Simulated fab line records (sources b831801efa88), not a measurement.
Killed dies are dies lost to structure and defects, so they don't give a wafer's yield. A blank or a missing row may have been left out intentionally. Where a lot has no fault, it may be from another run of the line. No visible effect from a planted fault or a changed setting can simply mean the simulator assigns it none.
Commonality check across tools    flow gf180mcu    Sample size 14 lots and 42 wafers

## WHY IT WAS OPENED
GF_VT_IMPLANT_OVL_MEAS_40, reading VT_IMPLANT_03_OVL: flagged on 2 of 14 lots. No-fault wafers: -0.3 nm, standard deviation 1.2.
Rule: a lot is flagged in two cases, either no wafer of it has a number, or all its wafers with numbers fall more than 4 standard deviations from that mean. As for the other lots, they are considered sound.

lot   measured      on          VT_IMPLANT_03_OVL (nm), wafer by wafer  flag
L177  day 7 10:22   overlay-02  -0.3 1.4 0.7                            
L179  day 8 01:14   overlay-01  0.2 0.6 0.3                             
L180  day 8 08:37   overlay-01  -0.3 -1.5 -0.9                          
L181  day 8 15:04   overlay-01  -1.3 -0.9 -0.6                          
L182  day 8 20:22   overlay-01  -0.1 0.0 -0.6                           
L183  day 9 03:17   overlay-02  -0.6 2.1 1.1                            
L185  day 9 20:58   overlay-01  0.2 -0.1 -0.2                           
L188  day 10 16:11  overlay-01  0.3 1.3 0.2                             
L187  day 10 17:26  overlay-02  -1.4 -0.1 -0.7                          
L191  day 11 14:44  overlay-01  1.7 1.1 0.4                             
L192  day 11 22:49  overlay-01  156.1 156.7 155.2                       FLAGGED
L195  day 12 18:15  overlay-02  0.6 1.0 0.7                             
L198  day 13 18:21  overlay-02  156.9 156.9 157.0                       FLAGGED
L199  day 13 19:19  overlay-02  1.6 0.6 0.1                             
Averaged over the flagged lots the numbers come to 156.5 nm, +156.8 nm from the usual (+99 or more standard deviations).

## EACH LOT AND THE TOOL IT RAN ON
The record holds 1 process step before the reading, out of a route of 602 steps. In each cell: the tool, then ch and the chambers that the sampled wafers went through, then the start.
lot   flag     GF_VT_IMPLANT_EXPOSE_37
L177           iline-stepper-01 ch 0, day 7 02:20
L179           iline-stepper-01 ch 0, day 7 17:11
L180           iline-stepper-01 ch 0, day 8 00:56
L181           iline-stepper-01 ch 0, day 8 06:56
L182           iline-stepper-01 ch 0, day 8 12:01
L183           iline-stepper-01 ch 0, day 8 19:23
L185           iline-stepper-01 ch 0, day 9 12:40
L188           iline-stepper-02 ch 0, day 10 07:40
L187           iline-stepper-02 ch 0, day 10 09:11
L191           iline-stepper-01 ch 0, day 11 05:38
L192  FLAGGED  iline-stepper-01 ch 0, day 11 13:29
L195           iline-stepper-02 ch 0, day 12 08:21
L198  FLAGGED  iline-stepper-01 ch 0, day 13 07:30
L199           iline-stepper-02 ch 0, day 13 08:25
What is done by these steps:
- GF_VT_IMPLANT_EXPOSE_37: exposes mask Nwell HV AREA, target cd 860 nm.
- GF_VT_IMPLANT_OVL_MEAS_40

## FLAGGED OVER TOTAL, TOOL BY TOOL (the gauges that took the reading come last)
step                       tool              lots run  flagged  share of the flagged lots  sound lots run after its first flagged lot
GF_VT_IMPLANT_EXPOSE_37    iline-stepper-01  10        2        all                        0
GF_VT_IMPLANT_EXPOSE_37    iline-stepper-02  4         0        none                       -
GF_VT_IMPLANT_OVL_MEAS_40  overlay-01        8         1        some                       0
GF_VT_IMPLANT_OVL_MEAS_40  overlay-02        6         1        some                       1 (L199)

## THE TABLE: WHAT IT ALLOWS
1 row of the table ran every flagged lot: iline-stepper-01 at GF_VT_IMPLANT_EXPOSE_37.
- iline-stepper-01 at GF_VT_IMPLANT_EXPOSE_37 ran 10 lots, 2 of them flagged. Its last sound lot is L191 (day 11 05:38), its first flagged lot L192 (day 11 13:29): a fault that began between those two fits.
What remains is a single tool, iline-stepper-01 at GF_VT_IMPLANT_EXPOSE_37.

## WHAT HAD BEEN PUT IN BY THE SIMULATOR
Scanner matching overlay: iline-stepper-01, from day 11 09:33 on, at GF_VT_IMPLANT_EXPOSE_37. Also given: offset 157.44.
Shown lots that were struck: L192, L198. The rule above found the same.
